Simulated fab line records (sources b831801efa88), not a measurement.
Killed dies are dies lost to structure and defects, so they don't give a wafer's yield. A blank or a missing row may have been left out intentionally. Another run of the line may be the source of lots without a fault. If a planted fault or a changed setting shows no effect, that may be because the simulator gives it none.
fab line records	flow sky130
[record] lots = 12	wafers = 36	lastDay = 50
route steps=708 shown LDD_HVN@271 LDD_HVP@288 CONTACT@410 METAL1@440 PAD_OPEN@708
lots that met no fault: from a run of the same line without faults
startH: hours from the record's opening day to when the first of the lot's shown wafers began	waitH: hours from the lot's prior step to this one	" same as the row above	L1.1+2: one row covering several wafers at once	- no value, or no start given	* or withheld: withheld	< > ~ a bound
route shown NAME@n: a module of which the file shows steps, and the number in the route of the first	usual: the fault-free wafers' mean and standard deviation	same: alike in all rows	chamber/n: place in a boat	sites: readings site by site	_std_site: the values' standard deviation	_edge_site: outer sites' mean less inner sites'	radiusMm: how far each site lies from the wafer's centre	mask NAME#n: copy n	behind: the tool/chamber that last shaped the wafer	hold: the reason the lot was held/the length of the hold in hours/how it ended	device: the n, p or np transistor that did not switch	end of line: the same wafers' tests at the end of the route	a step with no rows: only its recipe	killed: not the wafer's yield, but the dies lost to structure and defects at the first sort	map: per-die view of a wafer (x killed, . not killed, _ where there is no die)
set.NAME: the setting that was run; set.NAME@STEP: the one run at that earlier step	model.NAME: the simulator's own value behind a step, which no gauge read
a sample of lots followed through the steps of the route, with each step as a table and each wafer as a row
services: when a tool's chamber went out of use (startH, in hours from the record's first day, below 0 if earlier), for how many hours, and the reason
[[steps]]
[step SKY_LDD_HVN_EXPOSE_04]
[recipe] maskId = HVNTM	na = 0.6	sourceShape = conventional	sigmaOuter = 0.6	polarization = unpolarized	targetCdNm = 700	doseMj = 127
lot.wafer	tool	chamber	startH	waitH	mask
L405.1+5+6	ilineStepper-02	0	436.77	-	HVNTM#0
L406.1+5+6	ilineStepper-02	0	439.81	-	HVNTM#0
L409.1+2+3	ilineStepper-02	0	464.42	-	HVNTM#0
L415.1+4+6	ilineStepper-02	0	530.82	-	HVNTM#0
L418.2+5+6	ilineStepper-01	0	568.15	-	HVPTM#0
L423.2+4+5	ilineStepper-01	0	588.87	-	HVNTM#0
L421.2+3+5	ilineStepper-01	0	589.88	-	HVNTM#0
L422.2+4+5	ilineStepper-01	0	590.00	-	HVNTM#0
L424.1+2+4	ilineStepper-01	0	595.64	-	HVNTM#0
L426.1+2+3	ilineStepper-02	0	617.61	-	HVNTM#0
L427.1+2+5	ilineStepper-01	0	625.21	-	HVNTM#0
L428.1+5+6	ilineStepper-02	0	634.99	-	HVNTM#0
[step SKY_LDD_HVN_OVL_MEAS_07]
[usual] LDD_HVN_OVL = -0.1/1.5
lot.wafer	tool	chamber	startH	waitH	LDD_HVN_OVL[nm]
L405.1	overlay-01	-	452.93	0.1	2.8
L405.5	"	-	"	"	1.3
L405.6	"	-	"	"	1.2
L406.1	overlay-01	-	454.81	0.1	-0.3
L406.5	"	-	"	"	1.3
L406.6	"	-	"	"	1.6
L409.1	overlay-02	-	480.06	0.1	-2.0
L409.2	"	-	"	"	-1.7
L409.3	"	-	"	"	-0.9
L415.1	overlay-01	-	546.83	0.1	-3.2
L415.4	"	-	"	"	-1.1
L415.6	"	-	"	"	-1.2
L418.2	overlay-01	-	583.53	0.1	-
L418.5	"	-	"	"	-
L418.6	"	-	"	"	-
L423.2	overlay-01	-	603.17	0.1	1.0
L423.4	"	-	"	"	-0.3
L423.5	"	-	"	"	1.5
L421.2	overlay-01	-	605.13	0.1	-0.5
L421.3	"	-	"	"	-0.5
L421.5	"	-	"	"	0.7
L422.2	overlay-01	-	605.23	0.1	0.9
L422.4	"	-	"	"	2.6
L422.5	"	-	"	"	0.2
L424.1	overlay-02	-	611.91	0.1	1.1
L424.2	"	-	"	"	1.4
L424.4	"	-	"	"	0.6
L426.1	overlay-02	-	631.52	0.1	1.7
L426.2	"	-	"	"	0.2
L426.3	"	-	"	"	1.7
L427.1	overlay-02	-	641.03	0.1	-0.4
L427.2	"	-	"	"	-1.4
L427.5	"	-	"	"	-1.3
L428.1	overlay-01	-	649.37	0.1	1.7
L428.5	"	-	"	"	-0.5
L428.6	"	-	"	"	2.5
[step SKY_LDD_HVN_TW_MEAS_10]
[usual] LDD_HVN_TW = 1442/7.3
lot.wafer	tool	chamber	startH	waitH	LDD_HVN_TW
L405.1	filmMetro-01	-	453.21	0.1	1437
L405.5	"	-	"	"	1442
L405.6	"	-	"	"	1442
L406.1	filmMetro-01	-	455.10	0.1	1448
L406.5	"	-	"	"	1443
L406.6	"	-	"	"	1446
L409.1	filmMetro-04	-	480.35	0.1	1439
L409.2	"	-	"	"	1442
L409.3	"	-	"	"	1442
L415.1	filmMetro-01	-	547.11	0.1	1445
L415.4	"	-	"	"	1450
L415.6	"	-	"	"	1443
L418.2	filmMetro-04	-	583.82	0.1	30
L418.5	"	-	"	"	30
L418.6	"	-	"	"	30
L423.2	filmMetro-04	-	603.46	0.1	1451
L423.4	"	-	"	"	1445
L423.5	"	-	"	"	1453
L421.2	filmMetro-02	-	605.42	0.1	1430
L421.3	"	-	"	"	1424
L421.5	"	-	"	"	1433
L422.2	filmMetro-04	-	605.52	0.1	1444
L422.4	"	-	"	"	1448
L422.5	"	-	"	"	1451
L424.1	filmMetro-04	-	612.20	0.1	1439
L424.2	"	-	"	"	1458
L424.4	"	-	"	"	1449
L426.1	filmMetro-02	-	631.81	0.1	1438
L426.2	"	-	"	"	1436
L426.3	"	-	"	"	1430
L427.1	filmMetro-02	-	641.32	0.1	1442
L427.2	"	-	"	"	1434
L427.5	"	-	"	"	1444
L428.1	filmMetro-02	-	649.65	0.1	1435
L428.5	"	-	"	"	1429
L428.6	"	-	"	"	1430
[step SKY_LDD_HVP_TW_MEAS_10]
[usual] LDD_HVP_TW = 458.3/2.7
lot.wafer	tool	chamber	startH	waitH	LDD_HVP_TW
L405.1	filmMetro-03	-	483.75	0.1	459.8
L405.5	"	-	"	"	460.6
L405.6	"	-	"	"	458.3
L406.1	filmMetro-01	-	485.25	0.1	456.3
L406.5	"	-	"	"	457.6
L406.6	"	-	"	"	456.5
L409.1	filmMetro-03	-	511.15	0.1	463.7
L409.2	"	-	"	"	463.5
L409.3	"	-	"	"	463.0
L415.1	filmMetro-03	-	576.66	0.1	460.3
L415.4	"	-	"	"	461.1
L415.6	"	-	"	"	458.5
L418.2	filmMetro-02	-	613.25	0.1	1446.4
L418.5	"	-	"	"	1451.1
L418.6	"	-	"	"	1444.2
L423.2	filmMetro-03	-	633.62	0.1	457.1
L423.4	"	-	"	"	458.0
L423.5	"	-	"	"	457.5
L421.2	filmMetro-01	-	635.51	0.1	457.0
L421.3	"	-	"	"	456.9
L421.5	"	-	"	"	457.2
L422.2	filmMetro-03	-	636.11	0.1	459.6
L422.4	"	-	"	"	458.6
L422.5	"	-	"	"	458.7
L424.1	filmMetro-03	-	642.64	0.1	461.7
L424.2	"	-	"	"	459.2
L424.4	"	-	"	"	457.8
L426.1	filmMetro-02	-	661.21	0.1	453.5
L426.2	"	-	"	"	453.9
L426.3	"	-	"	"	454.4
L427.1	filmMetro-03	-	670.40	0.1	458.8
L427.2	"	-	"	"	462.0
L427.5	"	-	"	"	460.0
L428.1	filmMetro-02	-	679.36	0.1	453.3
L428.5	"	-	"	"	451.8
L428.6	"	-	"	"	450.9
[step SKY_CONTACT_CMP_04]
[recipe] material = SiO2	downForcePsi = 4	platenRpm = 60	padVelocityMS = 0.94248
[usual] motorCurrentA = 12.7/1	retainingRingPressureFrac = 1.000/0.0051	timeToEndpointS = 81/4
lot.wafer	tool	chamber	startH	waitH	motorCurrentA	retainingRingPressureFrac	timeToEndpointS
L405.1	cmp-01	0	704.72	3.3	13.0	0.995	85
L405.5	"	0	"	"	13.4	0.996	88
L405.6	"	1	"	"	14.6	0.991	85
L406.1	cmp-01	3	705.12	3.0	13.0	0.991	85
L406.5	"	1	"	"	14.6	0.992	85
L406.6	"	2	"	"	12.1	1.002	81
L409.1	cmp-01	3	722.75	0.1	12.6	0.995	88
L409.3	"	0	"	"	13.1	0.993	81
L409.2	"	1	"	"	13.5	0.996	81
L415.4	cmp-01	3	784.83	0.0	12.7	1.004	80
L415.1	"	2	"	"	12.6	0.994	78
L415.6	"	3	"	"	12.8	0.994	78
L418.2	cmp-02	0	817.06	0.2	11.0	1.004	80
L418.6	"	1	"	"	10.7	0.993	78
L418.5	"	2	"	"	12.6	1.010	81
L423.2	cmp-01	0	834.17	0.1	12.8	0.996	81
L423.4	"	2	"	"	12.2	0.998	77
L423.5	"	0	"	"	12.6	1.007	81
L421.2	cmp-01	3	836.06	0.0	12.4	1.000	83
L421.3	"	2	"	"	13.0	1.009	80
L421.5	"	0	"	"	12.5	1.004	80
L422.4	cmp-01	3	838.49	0.0	12.6	0.996	74
L422.2	"	2	"	"	12.1	1.000	78
L422.5	"	0	"	"	13.2	1.005	82
L424.4	cmp-02	2	843.63	0.1	12.9	0.992	87
L424.2	"	3	"	"	13.1	0.998	84
L424.1	"	0	"	"	11.7	0.990	85
L426.3	cmp-01	0	860.09	0.0	13.4	0.996	79
L426.1	"	1	"	"	14.1	1.003	82
L426.2	"	2	"	"	13.1	1.001	78
L427.1	cmp-01	0	869.93	0.1	12.2	0.995	83
L427.2	"	1	"	"	14.6	0.990	78
L427.5	"	2	"	"	12.1	1.011	82
L428.1	cmp-02	3	874.47	0.2	14.0	1.001	87
L428.6	"	0	"	"	11.8	1.004	87
L428.5	"	1	"	"	11.2	0.999	88
[step SKY_CONTACT_OVL_MEAS_15]
[usual] CONTACT_OVL = 0/5.2
lot.wafer	tool	chamber	startH	waitH	CONTACT_OVL[nm]
L405.1	overlay-01	-	732.53	0.1	5
L405.5	"	-	"	"	4
L405.6	"	-	"	"	-2
L406.1	overlay-02	-	732.55	0.1	7
L406.5	"	-	"	"	0
L406.6	"	-	"	"	1
L409.1	overlay-02	-	750.78	0.1	1
L409.2	"	-	"	"	-4
L409.3	"	-	"	"	0
L415.1	overlay-01	-	811.68	0.1	-6
L415.4	"	-	"	"	-6
L415.6	"	-	"	"	-5
L418.2	overlay-01	-	843.49	0.1	0
L418.5	"	-	"	"	9
L418.6	"	-	"	"	3
L423.2	overlay-01	-	860.56	0.1	0
L423.4	"	-	"	"	-4
L423.5	"	-	"	"	-8
L421.2	overlay-01	-	862.61	0.1	-4
L421.3	"	-	"	"	8
L421.5	"	-	"	"	4
L422.2	overlay-01	-	865.49	0.1	-6
L422.4	"	-	"	"	-3
L422.5	"	-	"	"	-7
L424.1	overlay-01	-	870.06	0.1	5
L424.2	"	-	"	"	-1
L424.4	"	-	"	"	-4
L426.1	overlay-02	-	886.18	0.1	1
L426.2	"	-	"	"	-3
L426.3	"	-	"	"	-5
L427.1	overlay-02	-	896.60	0.1	10
L427.2	"	-	"	"	10
L427.5	"	-	"	"	5
L428.1	overlay-01	-	900.43	0.1	-1
L428.5	"	-	"	"	5
L428.6	"	-	"	"	-1
[step SKY_METAL1_THK_MEAS_06]
[recipe] thkMeasGauge = xrf	reads = AlCu_of_METAL1_SPUTTER_02
[usual] METAL1_ALCU_THK = 250/3.6
lot.wafer	tool	chamber	startH	waitH	METAL1_ALCU_THK[nm]
L405.1	filmMetro-03	-	734.20	0.1	247
L405.5	"	-	"	"	248
L405.6	"	-	"	"	256
L406.1	filmMetro-02	-	734.22	0.1	246
L406.5	"	-	"	"	250
L406.6	"	-	"	"	248
L409.1	filmMetro-03	-	752.80	0.1	253
L409.2	"	-	"	"	251
L409.3	"	-	"	"	249
L415.1	filmMetro-02	-	813.36	0.1	245
L415.4	"	-	"	"	244
L415.6	"	-	"	"	245
L418.2	filmMetro-04	-	845.25	0.1	252
L418.5	"	-	"	"	249
L418.6	"	-	"	"	251
L423.2	filmMetro-02	-	862.32	0.1	249
L423.4	"	-	"	"	249
L423.5	"	-	"	"	250
L421.2	filmMetro-04	-	864.30	0.1	245
L421.3	"	-	"	"	243
L421.5	"	-	"	"	248
L422.2	filmMetro-03	-	867.17	0.1	247
L422.4	"	-	"	"	249
L422.5	"	-	"	"	252
L424.1	filmMetro-04	-	871.74	0.1	245
L424.2	"	-	"	"	251
L424.4	"	-	"	"	249
L426.1	filmMetro-02	-	887.86	0.1	250
L426.2	"	-	"	"	250
L426.3	"	-	"	"	246
L427.1	filmMetro-04	-	898.27	0.1	251
L427.2	"	-	"	"	252
L427.5	"	-	"	"	252
L428.1	filmMetro-03	-	902.14	0.1	258
L428.5	"	-	"	"	252
L428.6	"	-	"	"	255
[step SKY_PAD_OPEN_PROBE_99]
[usual] killed_at_M0_to_M3 = 44/7.1	killed_at_M4_up = 3.3/1.8	killedAtContacts = 24/5.1	killedAtFrontEnd = 16/4.7	killedAtOther = 0.3/0.52	killedDies = 87/9.7	killedOnRim = 17/3.8	killedOpen = 47/6.8	killedShort = 39/6.7
[same] grossDies = 492	killedAtBackSide = 0
lot.wafer	tool	chamber	startH	waitH	killed_at_M0_to_M3	killed_at_M4_up	killedAtContacts	killedAtFrontEnd	killedAtOther	killedDies	killedOnRim	killedOpen	killedShort
L409.1	prober-01	-	1089.24	0.1	45	5	15	12	0	77	23	42	35
L409.2	prober-01	-	1089.29	0.1	47	3	33	7	0	90	14	46	43
L409.3	prober-01	-	1089.34	0.2	42	0	23	18	0	83	18	47	36
L415.1	prober-01	-	1132.41	0.1	40	1	23	19	0	83	14	45	38
L415.4	prober-01	-	1132.56	0.2	48	1	27	19	1	96	25	52	44
L415.6	prober-01	-	1132.66	0.2	53	2	21	23	0	99	15	55	44
L418.2	prober-01	-	1153.22	0.1	56	5	27	403	1	492	96	57	49
L418.5	prober-01	-	1153.37	0.2	63	4	18	406	1	492	96	55	49
L418.6	prober-01	-	1153.42	0.2	40	2	29	420	1	492	96	45	37
L423.2	prober-01	-	1168.08	0.1	38	2	25	7	0	72	17	38	34
L423.4	prober-01	-	1168.18	0.2	49	1	19	15	1	85	21	41	44
L423.5	prober-01	-	1168.23	0.2	41	2	16	15	0	74	17	43	31
L421.2	prober-02	-	1168.79	0.1	30	5	21	21	0	77	16	38	38
L421.3	prober-02	-	1168.84	0.2	44	3	21	13	0	81	20	38	41
L421.5	prober-02	-	1168.94	0.2	45	3	26	19	0	93	16	53	39
L422.2	prober-01	-	1171.52	0.1	30	2	21	20	0	73	14	43	30
L422.4	prober-01	-	1171.62	0.2	52	4	20	4	0	80	14	43	37
L422.5	prober-01	-	1171.67	0.2	65	4	16	12	0	97	19	46	51
L424.1	prober-02	-	1172.47	0.1	48	3	25	10	1	87	10	49	38
L424.2	prober-02	-	1172.52	0.1	39	3	21	14	0	77	13	36	41
L424.4	prober-02	-	1172.62	0.2	40	4	23	10	0	77	21	40	37
L426.1	prober-02	-	1181.06	0.1	37	3	24	23	1	88	21	51	36
L426.2	prober-02	-	1181.11	0.1	49	5	18	22	0	94	20	56	37
L426.3	prober-02	-	1181.16	0.2	46	3	32	11	0	92	13	46	46
L427.1	prober-01	-	1188.15	0.1	42	2	27	16	0	87	15	52	34
L427.2	prober-01	-	1188.20	0.1	35	2	21	14	1	73	16	43	30
L427.5	prober-01	-	1188.35	0.2	41	4	32	9	0	86	16	52	34
// killed by level:class
L409.1 VIA1:geometricParticle:open=13 METAL2:geometricParticle:short=9 VIA3:geometricParticle:open=6 CONTACT:geometricParticle:open=5 VIA3:geometricParticle:short=5 FIELD_ISO:geometricParticle:short=4 FIELD_ISO:geometricParticle:open=4 LOCAL_INTERCONNECT:geometricParticle:short=4
L409.2 CONTACT:geometricParticle:open=12 VIA1:geometricParticle:open=10 METAL1:geometricParticle:short=9 VIA3:geometricParticle:open=7 LI_CONTACT:geometricParticle:open=5 LOCAL_INTERCONNECT:geometricParticle:short=5 CONTACT:geometricParticle:short=5 VIA2:geometricParticle:open=5
L409.3 VIA1:geometricParticle:open=10 FIELD_ISO:geometricParticle:open=7 VIA2:geometricParticle:open=7 LI_CONTACT:geometricParticle:open=6 VIA3:geometricParticle:open=6 CONTACT:geometricParticle:short=6 CONTACT:geometricParticle:open=6 LOCAL_INTERCONNECT:geometricParticle:short=5
L415.1 VIA1:geometricParticle:open=9 METAL2:geometricParticle:short=8 VIA2:geometricParticle:open=7 LI_CONTACT:geometricParticle:open=7 CONTACT:geometricParticle:open=7 FIELD_ISO:geometricParticle:open=5 FIELD_ISO:geometricParticle:short=5 POLY_GATE:geometricParticle:short=5
L415.4 POLY_GATE:geometricParticle:open=9 CONTACT:geometricParticle:open=9 METAL2:geometricParticle:short=9 VIA2:geometricParticle:open=8 LI_CONTACT:geometricParticle:open=7 LOCAL_INTERCONNECT:geometricParticle:short=6 VIA3:geometricParticle:open=6 METAL1:geometricParticle:short=6
L415.6 VIA1:geometricParticle:open=12 VIA2:geometricParticle:open=9 CONTACT:geometricParticle:open=7 FIELD_ISO:geometricParticle:open=6 LI_CONTACT:geometricParticle:open=6 METAL1:geometricParticle:short=6 METAL2:geometricParticle:short=6 FIELD_ISO:geometricParticle:short=5
L418.2 LDD_HVN:areaExpose=386 CONTACT:geometricParticle:open=12 METAL2:geometricParticle:short=12 VIA1:geometricParticle:open=10 LI_CONTACT:geometricParticle:open=6 METAL1:geometricParticle:short=6 VIA3:geometricParticle:open=6 FIELD_ISO:geometricParticle:open=5
L418.5 LDD_HVN:areaExpose=388 VIA1:geometricParticle:open=21 VIA2:geometricParticle:open=9 VIA1:geometricParticle:short=8 METAL2:geometricParticle:short=8 METAL1:geometricParticle:short=7 POLY_GATE:geometricParticle:short=5 LI_CONTACT:geometricParticle:open=5
L418.6 LDD_HVN:areaExpose=410 VIA1:geometricParticle:open=13 CONTACT:geometricParticle:open=10 CONTACT:geometricParticle:short=8 METAL2:geometricParticle:short=6 LI_CONTACT:geometricParticle:open=5 VIA3:geometricParticle:open=4 LOCAL_INTERCONNECT:geometricParticle:short=4
L423.2 VIA1:geometricParticle:open=14 METAL1:geometricParticle:short=10 LI_CONTACT:geometricParticle:open=8 CONTACT:geometricParticle:short=6 CONTACT:geometricParticle:open=6 LOCAL_INTERCONNECT:geometricParticle:short=3 VIA1:geometricParticle:short=3 VIA3:geometricParticle:open=3
L423.4 METAL1:geometricParticle:short=13 VIA1:geometricParticle:open=13 CONTACT:geometricParticle:open=11 VIA2:geometricParticle:open=5 METAL2:geometricParticle:short=5 FIELD_ISO:geometricParticle:short=4 CONTACT:geometricParticle:short=4 METAL3:geometricParticle:short=4
L423.5 VIA3:geometricParticle:open=11 VIA1:geometricParticle:open=8 CONTACT:geometricParticle:open=7 CONTACT:geometricParticle:short=6 METAL1:geometricParticle:short=5 METAL3:geometricParticle:short=3 SPACER:geometricParticle:short=3 METAL2:geometricParticle:short=3
L421.2 LI_CONTACT:geometricParticle:open=10 VIA1:geometricParticle:open=7 FIELD_ISO:geometricParticle:short=6 FIELD_ISO:geometricParticle:open=5 LI_CONTACT:geometricParticle:short=5 METAL2:geometricParticle:short=5 POLY_GATE:geometricParticle:short=4 CONTACT:geometricParticle:open=4
L421.3 CONTACT:geometricParticle:open=9 VIA2:geometricParticle:open=7 VIA1:geometricParticle:short=7 METAL2:geometricParticle:short=6 LOCAL_INTERCONNECT:geometricParticle:short=5 POLY_GATE:geometricParticle:open=4 VIA3:geometricParticle:short=4 VIA1:geometricParticle:open=4
L421.5 VIA1:geometricParticle:open=18 CONTACT:geometricParticle:open=12 POLY_GATE:geometricParticle:open=8 VIA2:geometricParticle:open=6 FIELD_ISO:geometricParticle:short=5 LOCAL_INTERCONNECT:geometricParticle:short=5 METAL2:geometricParticle:short=4 LI_CONTACT:geometricParticle:open=4
L422.2 VIA1:geometricParticle:open=10 LI_CONTACT:geometricParticle:open=7 CONTACT:geometricParticle:short=7 FIELD_ISO:geometricParticle:open=6 POLY_GATE:geometricParticle:open=6 CONTACT:geometricParticle:open=6 METAL2:geometricParticle:short=4 VIA2:geometricParticle:short=4
L422.4 VIA1:geometricParticle:open=14 CONTACT:geometricParticle:short=7 VIA2:geometricParticle:open=7 VIA3:geometricParticle:open=7 METAL1:geometricParticle:short=6 METAL3:geometricParticle:short=6 LI_CONTACT:geometricParticle:open=4 LI_CONTACT:geometricParticle:short=4
L422.5 VIA1:geometricParticle:open=15 VIA1:geometricParticle:short=10 METAL2:geometricParticle:short=8 CONTACT:geometricParticle:open=6 FIELD_ISO:geometricParticle:short=6 LI_CONTACT:geometricParticle:open=6 VIA2:geometricParticle:short=6 VIA3:geometricParticle:short=6
L424.1 VIA2:geometricParticle:open=12 CONTACT:geometricParticle:open=10 METAL1:geometricParticle:short=8 VIA1:geometricParticle:open=7 LI_CONTACT:geometricParticle:open=6 LOCAL_INTERCONNECT:geometricParticle:short=5 VIA1:geometricParticle:short=5 VIA3:geometricParticle:open=5
L424.2 CONTACT:geometricParticle:short=7 POLY_GATE:geometricParticle:open=7 METAL2:geometricParticle:short=7 LI_CONTACT:geometricParticle:open=6 VIA1:geometricParticle:short=6 VIA1:geometricParticle:open=6 POLY_GATE:geometricParticle:short=5 VIA2:geometricParticle:open=5
L424.4 CONTACT:geometricParticle:open=12 VIA1:geometricParticle:open=9 VIA3:geometricParticle:open=6 VIA3:geometricParticle:short=5 VIA2:geometricParticle:open=5 LI_CONTACT:geometricParticle:short=4 METAL1:geometricParticle:short=4 VIA1:geometricParticle:short=4
L426.1 CONTACT:geometricParticle:open=12 VIA1:geometricParticle:open=10 VIA3:geometricParticle:open=7 FIELD_ISO:geometricParticle:open=5 POLY_GATE:geometricParticle:open=5 FIELD_ISO:geometricParticle:short=4 LI_CONTACT:geometricParticle:open=4 CONTACT:geometricParticle:short=4
L426.2 VIA1:geometricParticle:open=21 CONTACT:geometricParticle:open=9 FIELD_ISO:geometricParticle:open=8 FIELD_ISO:geometricParticle:short=5 METAL2:geometricParticle:short=5 CONTACT:geometricParticle:short=5 VIA3:geometricParticle:open=5 METAL4:geometricParticle:short=5
L426.3 CONTACT:geometricParticle:open=10 VIA2:geometricParticle:open=9 METAL2:geometricParticle:short=8 VIA3:geometricParticle:open=7 LOCAL_INTERCONNECT:geometricParticle:short=6 VIA1:geometricParticle:open=6 LI_CONTACT:geometricParticle:short=5 VIA1:geometricParticle:short=5
L427.1 VIA1:geometricParticle:open=12 LI_CONTACT:geometricParticle:open=9 CONTACT:geometricParticle:open=9 VIA2:geometricParticle:open=8 FIELD_ISO:geometricParticle:open=5 METAL2:geometricParticle:short=5 LOCAL_INTERCONNECT:geometricParticle:short=4 VIA2:geometricParticle:short=4
L427.2 VIA1:geometricParticle:open=9 CONTACT:geometricParticle:open=9 POLY_GATE:geometricParticle:open=6 VIA3:geometricParticle:open=6 VIA1:geometricParticle:short=6 LI_CONTACT:geometricParticle:open=5 CONTACT:geometricParticle:short=4 METAL3:geometricParticle:short=4
L427.5 CONTACT:geometricParticle:open=13 LI_CONTACT:geometricParticle:open=9 VIA2:geometricParticle:open=8 VIA1:geometricParticle:open=8 METAL2:geometricParticle:short=6 LOCAL_INTERCONNECT:geometricParticle:short=5 VIA1:geometricParticle:short=5 FIELD_ISO:geometricParticle:short=4
[[services]]
tool	chamber	startH	hours	kind
ilineStepper-01	-	438.61	2.1	pm
cmp-01	-	473.92	1.7	repair
ilineStepper-02	-	481.19	4.4	pm
cmp-01	-	510.82	4.3	pm
cmp-01	-	515.89	3.5	repair
ilineStepper-01	-	522.50	1.7	pm
ilineStepper-02	-	581.40	1.7	pm
ilineStepper-02	-	588.17	3.9	repair
ilineStepper-01	-	604.78	4.4	pm
ilineStepper-01	-	622.15	0.9	repair
ilineStepper-02	-	623.04	4.3	pm
cmp-01	-	676.46	4.3	repair
cmp-01	-	698.29	5.8	repair
cmp-01	-	719.79	2.8	repair
ilineStepper-01	-	740.61	1.7	pm
cmp-01	-	741.68	0.3	repair
cmp-01	-	744.00	4.0	pm
cmp-01	-	758.42	2.7	repair
cmp-01	-	765.91	1.6	repair
cmp-01	-	783.59	1.0	repair
cmp-01	-	798.95	2.8	repair
cmp-01	-	817.59	0.5	repair
cmp-01	-	826.78	2.1	repair
cmp-01	-	849.26	2.6	repair
[[key]]
[firstSign] step = SKY_LDD_HVN_EXPOSE_04	reading = mask	direction = changed
[effect] step = SKY_LDD_HVN_OVL_MEAS_07	reading = LDD_HVN_OVL	direction = missing
[effect] step = SKY_LDD_HVN_TW_MEAS_10	reading = LDD_HVN_TW	direction = down	sigmas = 99+	usual = 1442	struck = 30
[effect] step = SKY_LDD_HVP_TW_MEAS_10	reading = LDD_HVP_TW	direction = up	sigmas = 99+	usual = 458.3	struck = 1447.2
[effect] step = SKY_PAD_OPEN_PROBE_99	reading = killedAtFrontEnd	direction = up	sigmas = 83	usual = 16	struck = 410
[moreKillsBornAt] SKY_LDD_HVN_EXPOSE_04@ilineStepper-01 = 1184
metAt SKY_LDD_HVN_EXPOSE_04
struckLots L418
testerLeftOut L418
notActingAt SKY_CONTACT_CMP_04,SKY_CONTACT_OVL_MEAS_15,SKY_METAL1_THK_MEAS_06
[fault] kind = wrongMask	tool = any	chamber = -	onsetH = 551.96	steps = SKY_LDD_HVN_EXPOSE_04	auxCopy = HVPTM#0	scope = struckLotsOnly
// testerLeftOut: of these lots the tester's yield and bins aren't shown, on N5 and GAA mostly nor the transistor test; their killed dies are dies lost to structure and defects alone, not to doping, threshold or leakage, so they don't give the yield
